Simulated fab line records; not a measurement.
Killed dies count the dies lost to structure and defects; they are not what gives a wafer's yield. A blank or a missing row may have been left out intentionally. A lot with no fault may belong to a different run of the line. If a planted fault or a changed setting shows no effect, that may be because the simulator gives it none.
fab line records	flow sfq_line
record: lots: 7	wafers: 21	last_day: 91
route steps=325 shown I7@309 M8@311
lots that met no fault: from a run of the same line without faults
start_h: the number of hours between the record's first day and the start of the first shown wafer of the lot	wait_h: hours since the lot's step before	" as in the row above	L1.1+2: a single row standing in for several wafers	- no value present, or no start provided	* or withheld: withheld	< > ~ a bound
route shown NAME@n: names a module that has steps shown in the file, with the first one's number in the route	usual: mean and standard deviation over wafers with no fault	same: alike in all rows	chamber/n: place in a boat	sites: per-site readings	_std_site: how widely they spread, as a standard deviation	_edge_site: inner sites' mean taken away from outer sites' mean	radius_mm: for every site, how far away it sits from the centre of the wafer	mask NAME#n: copy n	behind: the tool/chamber that last shaped the wafer	hold: why the lot went on hold/how many hours it stayed there/how the hold came to an end	device: the n, p or np transistor that did not switch	end of line: the tests these same wafers got at the end of their route	a step given without rows: its recipe and nothing more	killed: dies lost to structure and defects at the first sort, not the wafer's yield	map: a wafer's dies, x killed, . not, _ none there
set.NAME: the run value of the setting; set.NAME@STEP: its run value at that earlier step	model.NAME: the simulator's own value behind a step, which no gauge read
lots at selected steps of the route; one table per step, one row per wafer
services: from which hour (start_h, from the record's first day; less than 0 if before it) a tool's chamber was out of use, for how many hours, and why
== steps ==
step: SFQ_TRILAYER_I7_VIA_STRIP_STRIP_191
recipe: gas: O2	power_w: 200	platen_temp_c: 40	overash_fraction: 0.65	chemistry: O2	pressure_mtorr: 50
usual: drypump_motor_current_A: 6.0/0.48	oes_product_au: 0.999/0.0078
lot.wafer	tool	chamber	start_h	wait_h	drypump_motor_current_A	oes_product_au	rf_hours_counter_h
L275.4	rie_metal-02	0	2017.75	-	6.1	0.998	-
L275.5	"	1	"	"	5.6	0.994	-
L275.6	"	0	"	"	6.1	0.995	-
L277.2	rie_metal-04	1	2037.95	-	6.6	1.009	95
L277.3	"	1	"	"	6.6	1.002	-
L277.6	"	0	"	"	6.5	0.998	-
L283.1	rie_metal-04	1	2048.75	-	6.7	1.008	96
L283.5	"	0	"	"	6.5	1.002	-
L283.6	"	1	"	"	6.6	0.991	-
L284.2	rie_metal-01	0	2053.55	-	5.4	1.000	92
L284.3	"	1	"	"	5.6	0.997	-
L284.4	"	0	"	"	5.3	0.997	-
L285.2	rie_metal-04	1	2084.33	-	6.6	1.016	101
L285.3	"	0	"	"	6.5	1.008	-
L285.6	"	1	"	"	6.6	1.002	-
L287.1	rie_metal-04	0	2089.13	-	6.5	1.000	92
L287.3	"	0	"	"	6.5	1.001	-
L287.5	"	1	"	"	6.6	1.006	-
L290.2	rie_metal-04	1	2092.73	-	6.6	0.986	102
L290.3	"	1	"	"	6.6	0.994	-
L290.5	"	0	"	"	6.5	1.003	-
step: SFQ_TRILAYER_I7_VIA_STRIP_SOLV_CLEAN_192
recipe: chemistry: NMP	temp_c: 70	time_s: 600
step: SFQ_TRILAYER_M8_LITHO_LOR_COAT_197
recipe: resist: lift-off	spin_rpm: 3000
step: SFQ_TRILAYER_M8_LITHO_LOR_BAKE_198
recipe: resist: lift-off	temp_c: withheld	time_s: withheld
step: SFQ_TRILAYER_M8_LITHO_COAT_193
recipe: resist: KrF	spin_rpm: 3000	resist_thk_nm: 600
step: SFQ_TRILAYER_M8_LITHO_SOFTBAKE_199
recipe: temp_c: withheld	time_s: withheld	resist: KrF
step: SFQ_TRILAYER_M8_LITHO_EXPOSE_194
recipe: mask_id: M8	na: 0.6	source_shape: conventional	sigma_outer: 0.65	target_cd_nm: 2000	dose_mj: 14.4
step: SFQ_TRILAYER_M8_LITHO_PEB_196
recipe: peb_temp_c: 115	peb_time_s: 60	resist: KrF
step: SFQ_TRILAYER_M8_LITHO_DEVELOP_195
recipe: img_clear_s: 15	time_s: 55	resist: KrF
step: SFQ_M8_OVL_MEAS_948
usual: M8_OVL: 2/4.2
lot.wafer	tool	chamber	start_h	wait_h	M8_OVL[nm]
L275.4	overlay-02	-	2107.08	0.1	3
L275.5	"	-	"	"	6
L275.6	"	-	"	"	2
L277.2	overlay-01	-	2127.47	0.1	1
L277.3	"	-	"	"	0
L277.6	"	-	"	"	4
L283.1	overlay-01	-	2141.86	0.1	-2
L283.5	"	-	"	"	-2
L283.6	"	-	"	"	-3
L284.2	overlay-01	-	2145.47	0.1	5
L284.3	"	-	"	"	4
L284.4	"	-	"	"	2
L285.2	overlay-02	-	2170.21	0.1	-4
L285.3	"	-	"	"	-4
L285.6	"	-	"	"	-8
L287.1	overlay-02	-	2173.80	0.1	6
L287.3	"	-	"	"	3
L287.5	"	-	"	"	1
L290.2	overlay-02	-	2177.41	0.1	7
L290.3	"	-	"	"	1
L290.5	"	-	"	"	1
step: SFQ_TRILAYER_M8_DEP_EVAP_197
recipe: material: Ti	angular_spread_deg: 1	target_thk_nm: 20	time_s: 100	power_w: 2000
step: SFQ_TRILAYER_M8_DEP_EVAP_198
recipe: material: Pt	angular_spread_deg: 1	target_thk_nm: 50	time_s: 250	power_w: 2000
step: SFQ_TRILAYER_M8_DEP_EVAP_196
recipe: material: Au	angular_spread_deg: 1	target_thk_nm: 180	time_s: 900	power_w: 2000
lot.wafer	tool	chamber	start_h	wait_h	model.Au_of_TRILAYER_M8_DEP_EVAP_196.thk_nm
L275.4	pvd_sputter-01	-	2107.33	0.1	179.4
L275.5	"	-	"	"	180
L275.6	"	-	"	"	179.8
L277.2	pvd_sputter-01	-	2127.73	0.1	180.2
L277.3	"	-	"	"	178.8
L277.6	"	-	"	"	179.3
L283.1	pvd_sputter-01	-	2142.13	0.1	182.6
L283.5	"	-	"	"	178.7
L283.6	"	-	"	"	183.3
L284.2	pvd_sputter-02	-	2145.73	0.1	178.4
L284.3	"	-	"	"	179.1
L284.4	"	-	"	"	178.3
L285.2	pvd_sputter-01	-	2170.47	0.1	180
L285.3	"	-	"	"	175.9
L285.6	"	-	"	"	180.2
L287.1	pvd_sputter-01	-	2174.07	0.1	182.5
L287.3	"	-	"	"	179.5
L287.5	"	-	"	"	178.1
L290.2	pvd_sputter-02	-	2177.67	0.1	178.5
L290.3	"	-	"	"	180
L290.5	"	-	"	"	180.1
step: SFQ_M8_RS_MEAS_949
recipe: thk_meas_gauge: four-point-probe	reads: Au_of_TRILAYER_M8_DEP_EVAP_196+Pt_of_TRILAYER_M8_DEP_EVAP_198+Ti_of_TRILAYER_M8_DEP_EVAP_197
usual: M8_AU_RS: 0.1535/0.0013
lot.wafer	tool	chamber	start_h	wait_h	M8_AU_RS[ohm/sq]
L275.4	film_metro-02	-	2107.90	0.3	0.1536
L275.5	"	-	"	"	0.1530
L275.6	"	-	"	"	0.1536
L277.2	film_metro-01	-	2128.26	0.3	0.1537
L277.3	"	-	"	"	0.1548
L277.6	"	-	"	"	0.1543
L283.1	film_metro-01	-	2142.64	0.3	0.1519
L283.5	"	-	"	"	0.1547
L283.6	"	-	"	"	0.1508
L284.2	film_metro-01	-	2146.26	0.3	0.1553
L284.3	"	-	"	"	0.1548
L284.4	"	-	"	"	0.1554
L285.2	film_metro-02	-	2171.00	0.3	0.1538
L285.3	"	-	"	"	0.1574
L285.6	"	-	"	"	0.1530
L287.1	film_metro-04	-	2174.58	0.3	0.1520
L287.3	"	-	"	"	0.1541
L287.5	"	-	"	"	0.1554
L290.2	film_metro-04	-	2178.20	0.3	0.1555
L290.3	"	-	"	"	0.1539
L290.5	"	-	"	"	0.1537
step: SFQ_M8_THK_MEAS_950
recipe: thk_meas_gauge: xrf	reads: Au_of_TRILAYER_M8_DEP_EVAP_196
usual: M8_AU_THK: 184.5/2
lot.wafer	tool	chamber	start_h	wait_h	M8_AU_THK[nm]
L275.4	film_metro-02	-	2107.99	0.1	184.5
L275.5	"	-	"	"	186.0
L275.6	"	-	"	"	184.1
L277.2	film_metro-01	-	2128.37	0.1	184.4
L277.3	"	-	"	"	183.5
L277.6	"	-	"	"	183.6
L283.1	film_metro-01	-	2142.76	0.1	187.3
L283.5	"	-	"	"	183.3
L283.6	"	-	"	"	188.2
L284.2	film_metro-01	-	2146.37	0.1	182.4
L284.3	"	-	"	"	184.0
L284.4	"	-	"	"	182.1
L285.2	film_metro-02	-	2171.11	0.1	185.9
L285.3	"	-	"	"	181.4
L285.6	"	-	"	"	185.3
L287.1	film_metro-04	-	2174.70	0.1	185.5
L287.3	"	-	"	"	182.4
L287.5	"	-	"	"	179.9
L290.2	film_metro-04	-	2178.31	0.1	180.8
L290.3	"	-	"	"	182.1
L290.5	"	-	"	"	183.3
step: SFQ_TRILAYER_M8_LIFTOFF_LIFTOFF_197
recipe: temp_c: 80	time_s: 600	chemistry: NMP
step: SFQ_M8_BOW_MEAS_951
recipe: mode: bow
usual: M8_BOW: 9/9.5
lot.wafer	tool	chamber	start_h	wait_h	M8_BOW[um]	model.etest.m8.ohm_sq
L275.4	film_metro-04	-	2108.26	0.1	2	0.1543
L275.5	"	-	"	"	8	0.1538
L275.6	"	-	"	"	10	0.154
L277.2	film_metro-02	-	2128.63	0.0	-13	0.1536
L277.3	"	-	"	"	-12	0.1548
L277.6	"	-	"	"	-7	0.1544
L283.1	film_metro-04	-	2143.00	0.0	20	0.1516
L283.5	"	-	"	"	4	0.1549
L283.6	"	-	"	"	18	0.151
L284.2	film_metro-04	-	2146.62	0.0	6	0.1552
L284.3	"	-	"	"	-3	0.1546
L284.4	"	-	"	"	4	0.1552
L285.2	film_metro-04	-	2171.36	0.0	19	0.1538
L285.3	"	-	"	"	13	0.1574
L285.6	"	-	"	"	27	0.1536
L287.1	film_metro-01	-	2175.11	0.0	19	0.1517
L287.3	"	-	"	"	18	0.1542
L287.5	"	-	"	"	24	0.1554
L290.2	film_metro-01	-	2178.56	0.0	10	0.1551
L290.3	"	-	"	"	-10	0.1538
L290.5	"	-	"	"	4	0.1537
== services ==
tool	chamber	start_h	hours	kind
rie_metal-01	-	2006.37	0.5	repair
pvd_sputter-02	-	2055.81	5.9	repair
pvd_sputter-01	-	2067.94	2.3	repair
pvd_sputter-02	-	2106.40	2.7	repair
rie_metal-04	0	2112.29	3.2	repair
pvd_sputter-02	3	2126.88	-	consumable_replace:kit
pvd_sputter-02	3	2126.88	18.0	scheduled_down
pvd_sputter-02	3	2126.88	18.0	vent_cycle
rie_metal-02	-	2132.52	1.1	repair
rie_metal-04	0	2139.73	4.4	repair
== key ==
first_sign none at tools or gauges
model_effect: step: SFQ_TRILAYER_M8_DEP_EVAP_196	value: Au_of_TRILAYER_M8_DEP_EVAP_196.thk_nm	without: 181.6	struck: 178.1
model_effect: step: SFQ_M8_BOW_MEAS_951	value: etest.m8.ohm_sq	without: 0.1525	struck: 0.1555
met_at SFQ_TRILAYER_M8_DEP_EVAP_196
struck_wafers L283.5,L285.3,L287.3,L287.5
onset_between 2127.73 2142.13
fault: kind: process_parameter_drift	tool: pvd_sputter-01	chamber: -	onset_h: 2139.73	steps: SFQ_TRILAYER_M8_DEP_EVAP_196	channel: target_thk_nm	offset: -3.56	shape: step	end_h: 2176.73	acts_in: these_recipes_only	stated: 180	scope: struck_wafers_only
